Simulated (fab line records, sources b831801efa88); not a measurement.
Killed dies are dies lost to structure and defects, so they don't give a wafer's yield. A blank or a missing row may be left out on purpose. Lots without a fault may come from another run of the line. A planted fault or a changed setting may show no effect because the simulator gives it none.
A struck lot beside a sound one | flow sky130 | 15 steps out of a route of 708
Sound: wafers L711.1, L711.4, L711.5. Struck: wafer L704.2. (L704.1, L704.4 of the same lot were not struck and are left out.) The cause comes at the end.
At each step with rows: each side's tool, then ch and its chambers, then its first start. Under that, the readings that differ: sound wafers | struck wafers | difference of the means | sigmas: that difference in standard deviations of wafers without a fault.
alike: readings whose means differ by less than 2 such deviations, and words and numbers that are the same on both sides. not compared: withheld readings, readings that some wafer has no value for, bounds like >300 that may hide the same value, and numbers for which the record gives no deviation and whose values overlap.
The two part at a step that has a row with sigmas, a row that says differs or no value, or rows on one side only. Numbers that don't overlap but have no deviation are shown without sigmas and don't part them. A reading that every wafer of one side lacks parts them only if that side has two wafers or more.

first, 1 step without rows for these wafers: SKY_VIA1_ETCH_14 (etches BARC in N2/H2, stops on SiO2, time 45.9 s, target depth 60 nm).
SKY_VIA1_ETCH_15: etches SiO2 in C4F8/O2/Ar, stops on TiN, target depth 351 nm, time 54 s.
  sound on rie_diel-04 ch 0,1,3, day 39 00:58; struck on rie_diel-03 ch 1, day 36 16:50
  reading    | sound          | struck | difference | sigmas
  bias_w (W) | 1206 1198 1201 | 1194   | -8         | -2
  alike: oes_product_au
  not compared: rf_hours_counter_h
SKY_VIA1_STRIP_16: strips in O2/N2.
  sound on plasma_asher-01 ch 0,1, day 39 01:01; struck on plasma_asher-03 ch 0, day 36 16:52
  reading                     | sound       | struck | difference | sigmas
  drypump_motor_current_A (A) | 5.0 5.1 5.1 | 6.1    | +1.0       | +3
  alike: oes_product_au, strip_time_to_endpoint_s
  not compared: rf_hours_counter_h
then, 3 steps without rows for these wafers: SKY_VIA1_STRIP_17 (strips in post etch residue remover, time 1200 s); SKY_VIA1_CLEAN_18 (cleans in IPA, time 180 s); SKY_VIA1_CLEAN_19 (cleans in O3/DIW).
SKY_VIA1_SPUTTER_20: material TiN, target thk 20 nm, time 80 s.
  sound on pvd_sputter-03, day 39 01:37; struck on pvd_sputter-04, day 36 17:30
  alike: chamber_pressure_pa, throttle_valve_pct
then, 1 step without rows for these wafers: SKY_VIA1_CVD_21 (deposits W, target thk 270 nm, time 80.902 s).
SKY_VIA1_RS_MEAS_22: measures by four-point-probe.
  sound on film_metro-02, day 39 01:46; struck on film_metro-03, day 36 17:40
  alike: VIA1_W_RS
SKY_VIA1_THK_MEAS_23: measures by xrf.
  sound on film_metro-02, day 39 01:53; struck on film_metro-03, day 36 17:47
  reading         | sound       | struck | difference | sigmas
  VIA1_W_THK (nm) | 279 281 279 | 270    | -10        | -2
SKY_VIA1_CMP_24: polishes, stops on SiO2, t overpolish 15 s, target thk 0 nm.
  sound on cmp-02 ch 0,1,3, day 39 02:03; struck on cmp-01 ch 0, day 36 17:50
  alike: head_pressure_psi, motor_current_A, overpolish_run_s, time_to_endpoint_s
SKY_METAL2_SPUTTER_00: material Ti, target thk 15 nm, time 10 s.
  sound on pvd_sputter-01, day 39 02:15; struck on pvd_sputter-03, day 36 18:08
  alike: chamber_pressure_pa, throttle_valve_pct
SKY_METAL2_SPUTTER_01: material TiN, target thk 20 nm, time 16.7 s.
  sound on pvd_sputter-01, day 39 02:16; struck on pvd_sputter-03, day 36 18:10
  reading                                    | sound                | struck | difference | sigmas
  chamber_pressure_pa (Pa)                   | 0.4009 0.4012 0.4004 | 0.4915 | +0.0907    | +99 or more
  throttle_valve_pct (%)                     | 29.9 31.3 31.5       | 27.3   | -3.6       | -4
  model.TiN_of_METAL2_SPUTTER_01.thk_nm (nm) | 19.89 19.65 19.75    | 19.17  | -0.59      |
then, 1 step without rows for these wafers: SKY_METAL2_SPUTTER_02 (material AlCu, target thk 250 nm, time 13.3 s).
-- the record jumps here: 11 days lie between the struck wafers' starts before and after (it left off in module METAL2 and takes up again in module PAD_OPEN, whose first step shown is number 708 of the route) --
SKY_PAD_OPEN_PROBE_99:
  sound on prober-01, day 49 14:14; struck on prober-02, day 47 20:59
  alike: defect_limited_yield, killed_at_M0_to_M3, killed_at_M4_up, killed_at_contacts, killed_at_front_end, killed_at_other, killed_dies, killed_open, killed_short, sort_bin_3_pad_short, sort_bin_5_function, sort_bin_6_memory, sort_n_pass, sort_yield_pct

WHERE THEY PART
First at SKY_VIA1_ETCH_15; last, within this record, at SKY_METAL2_SPUTTER_01. Later steps at which nothing parts them and some readings are alike: SKY_PAD_OPEN_PROBE_99.

WHY: what the simulator had put in
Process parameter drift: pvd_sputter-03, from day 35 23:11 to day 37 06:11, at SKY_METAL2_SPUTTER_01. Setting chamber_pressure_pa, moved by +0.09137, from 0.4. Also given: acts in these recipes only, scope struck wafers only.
